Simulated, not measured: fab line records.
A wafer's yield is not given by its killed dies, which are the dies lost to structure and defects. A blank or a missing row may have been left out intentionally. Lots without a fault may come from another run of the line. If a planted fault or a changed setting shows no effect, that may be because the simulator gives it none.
A struck lot beside a sound one | flow sfq line | 41 steps out of a route of 325
Sound: wafers L358.1, L358.3, L358.4. Struck: wafer L365.3. (L365.1, L365.2 of the same lot were not struck and are left out.) The cause comes at the end.
For every step that has rows: the tool of each side, followed by ch and its chambers, followed by its first start. Under that, the readings that differ: sound wafers | struck wafers | difference of the means | sigmas: that difference in standard deviations of wafers without a fault.
alike: words and numbers the same on both sides, and readings whose means are apart by under 2 such deviations; not compared: readings that were withheld, readings missing a value for some wafer, numbers with overlapping values and no deviation given by the record, and bounds like >300 which may hide the same value.
The two part at a step that has a row with sigmas, a row that says differs or no value, or rows on one side only. When numbers do not overlap yet have no deviation, they are printed without sigmas and do not part them. Lack of a reading on every wafer of one side parts them only where that side has two or more wafers.

SFQ_I2_OVL_MEAS_918:
  sound: overlay-02 at day 32 06:15; struck: overlay-02 at day 34 07:35
  alike: I2_OVL
then, 6 steps without rows for these wafers: SFQ_TRILAYER_I2_VIA_BARC_OPEN_VIA_ETCH_096 (etches BARC in O2, target depth 125 nm, time 41.7 s); SFQ_TRILAYER_I2_VIA_ETCH_VIA_ETCH_070 (etches SiO2 in CHF3, stops on Nb, target depth 260 nm); SFQ_TRILAYER_I2_VIA_STRIP_STRIP_071 (strips in O2); SFQ_TRILAYER_I2_VIA_STRIP_SOLV_CLEAN_072 (cleans in NMP, time 600 s); SFQ_TRILAYER_M3_DEP_PRE_CLEAN_074 (time 22.5 s); SFQ_TRILAYER_M3_DEP_SPUTTER_073 (material Nb, target thk 200 nm, time 133.3 s).
SFQ_M3_RS_MEAS_919: uses a four-point probe to measure.
  sound: film metro-02 at day 32 07:20; struck: film metro-01 at day 34 08:40
  reading           | sound             | struck | difference | sigmas
  M3_NB_RS (ohm/sq) | 0.920 0.913 0.902 | 0.877  | -0.035     | -3
then, 3 steps without rows for these wafers: SFQ_TRILAYER_M3_LITHO_COAT_080 (resist thk 62 nm); SFQ_TRILAYER_M3_LITHO_COAT_075 (resist thk 600 nm); SFQ_TRILAYER_M3_LITHO_SOFTBAKE_079.
-- the record jumps here: 6 days lie between the struck wafers' starts before and after --
SFQ_TRILAYER_M3_LITHO_EXPOSE_076: exposes mask M3, target cd 500 nm.
  sound on krf scanner-01 ch 0, day 37 15:35; struck on krf scanner-01 ch 0, day 40 00:10
  alike: mask, stage vel mm s
then, 2 steps without rows for these wafers: SFQ_TRILAYER_M3_LITHO_PEB_078 (peb time 60 s); SFQ_TRILAYER_M3_LITHO_DEVELOP_077 (time 60 s).
SFQ_M3_OVL_MEAS_921:
  sound: overlay-01 at day 37 17:05; struck: overlay-02 at day 40 01:40
  alike: M3_OVL
SFQ_TRILAYER_M3_BARC_OPEN_METAL_ETCH_100: etches BARC in O2, target depth 125 nm, time 41.7 s.
  sound on rie metal-02 ch 0,1, day 37 17:07; struck on rie metal-04 ch 1, day 40 01:42
  reading             | sound             | struck | difference | sigmas
  model.M3.cd nm (nm) | 499.3 497.8 499.6 | 489.7  | -9.2       |
  alike: chamber pressure mTorr, drypump motor current A, he backside leak sccm, oes product au
  not compared: rf hours counter h
SFQ_TRILAYER_M3_ETCH_METAL_ETCH_078: etches Nb in Cl2/Ar, stops on SiO2, target depth 240 nm, time 120 s.
  sound on rie metal-02 ch 0,1, day 37 17:11; struck on rie metal-04 ch 1, day 40 01:46
  reading             | sound             | struck | difference | sigmas
  model.M3.cd nm (nm) | 500.1 499.1 499.3 | 491.7  | -7.8       |
  alike: chamber pressure mTorr, drypump motor current A, he backside leak sccm, oes product au
  not compared: rf hours counter h
SFQ_TRILAYER_M3_STRIP_STRIP_079: strips in O2.
  sound on rie metal-02 ch 0,1, day 37 17:19; struck on rie metal-04 ch 1, day 40 01:53
  alike: chamber pressure mTorr, drypump motor current A, he backside leak sccm, oes product au
  not compared: rf hours counter h
then, 1 step without rows for these wafers: SFQ_TRILAYER_M3_STRIP_SOLV_CLEAN_080 (cleans in NMP, time 600 s).
SFQ_TRILAYER_I3_DEP_PECVD_081: deposits SiO2 from SiH4/N2O, time 111.11 s, target thk 500 nm.
  sound on pecvd-01 ch 0,2, day 37 18:05; struck on pecvd-03 ch 2, day 40 02:40
  reading            | sound      | struck | difference | sigmas
  heater power w (W) | 70 102 106 | 64     | -29        | -2
  alike: throttle valve pct
SFQ_TRILAYER_I3_CMP_CMP_082: polishes SiO2.
  sound on cmp-02 ch 1,2,3, day 37 18:10; struck on cmp-02 ch 2, day 40 03:14
  alike: edge zone pressure frac, motor current A, platen rpm, time to endpoint s
SFQ_I3_BOW_MEAS_922:
  sound: film metro-03 at day 37 21:10; struck: film metro-03 at day 40 05:44
  alike: I3_BOW
then, 7 steps without rows for these wafers: SFQ_TRILAYER_I3_METRO_MEASURE_083; SFQ_TRILAYER_I3_VIA_LITHO_COAT_090 (resist thk 62 nm); SFQ_TRILAYER_I3_VIA_LITHO_COAT_085 (resist thk 650 nm); SFQ_TRILAYER_I3_VIA_LITHO_SOFTBAKE_089; SFQ_TRILAYER_I3_VIA_LITHO_EXPOSE_086 (exposes mask I3, target cd 500 nm); SFQ_TRILAYER_I3_VIA_LITHO_PEB_088 (peb time 60 s); SFQ_TRILAYER_I3_VIA_LITHO_DEVELOP_087 (time 60 s).
-- the record jumps here: 6 days lie between the struck wafers' starts before and after --
SFQ_I3_OVL_MEAS_923:
  sound: overlay-01 at day 44 09:52; struck: overlay-02 at day 46 15:41
  alike: I3_OVL
then, 1 step without rows for these wafers: SFQ_TRILAYER_I3_VIA_BARC_OPEN_VIA_ETCH_121 (etches BARC in O2, target depth 125 nm, time 41.7 s).
SFQ_TRILAYER_I3_VIA_ETCH_VIA_ETCH_088: etches SiO2 in CHF3, stops on Nb, target depth 260 nm.
  sound on rie diel-02 ch 0,2,3, day 44 09:57; struck on rie diel-02 ch 3, day 46 15:46
  alike: chamber pressure mTorr, drypump motor current A, oes product au
SFQ_TRILAYER_I3_VIA_STRIP_STRIP_089: strips in O2.
  sound on rie metal-01 ch 0,1, day 44 10:04; struck on rie metal-02 ch 1, day 46 15:52
  reading               | sound             | struck | difference | sigmas
  oes product au (a.u.) | 1.004 1.012 0.994 | 0.976  | -0.027     | -3
  alike: chamber pressure mTorr, drypump motor current A, he backside leak sccm
  not compared: rf hours counter h
then, 3 steps without rows for these wafers: SFQ_TRILAYER_I3_VIA_STRIP_SOLV_CLEAN_090 (cleans in NMP, time 600 s); SFQ_TRILAYER_M4_DEP_PRE_CLEAN_092 (time 22.5 s); SFQ_TRILAYER_M4_DEP_SPUTTER_091 (material Nb, target thk 200 nm, time 133.3 s).
SFQ_M4_RS_MEAS_924: uses a four-point probe to measure.
  sound: film metro-03 at day 44 10:58; struck: film metro-04 at day 46 16:46
  reading           | sound             | struck | difference | sigmas
  M4_NB_RS (ohm/sq) | 0.909 0.893 0.904 | 0.879  | -0.023     | -2
then, 3 steps without rows for these wafers: SFQ_TRILAYER_M4_LITHO_COAT_098 (resist thk 62 nm); SFQ_TRILAYER_M4_LITHO_COAT_093 (resist thk 600 nm); SFQ_TRILAYER_M4_LITHO_SOFTBAKE_097.
-- the record jumps here: 40 days lie between the struck wafers' starts before and after --
SFQ_M8_BOW_MEAS_951:
  sound: film metro-02 at day 84 12:55; struck: film metro-03 at day 86 06:42
  reading               | sound           | struck | difference | sigmas
  model.etest.m3.ohm um | 1.84 1.83 1.808 | 1.789  | -0.037     |
  alike: M8_BOW

## WHERE THEY PART
Earliest at SFQ_M3_RS_MEAS_919; latest, in this record, at SFQ_M4_RS_MEAS_924. Later steps at which nothing parts them and some readings are alike: SFQ_M8_BOW_MEAS_951.

WHY: what had been put in by the simulator
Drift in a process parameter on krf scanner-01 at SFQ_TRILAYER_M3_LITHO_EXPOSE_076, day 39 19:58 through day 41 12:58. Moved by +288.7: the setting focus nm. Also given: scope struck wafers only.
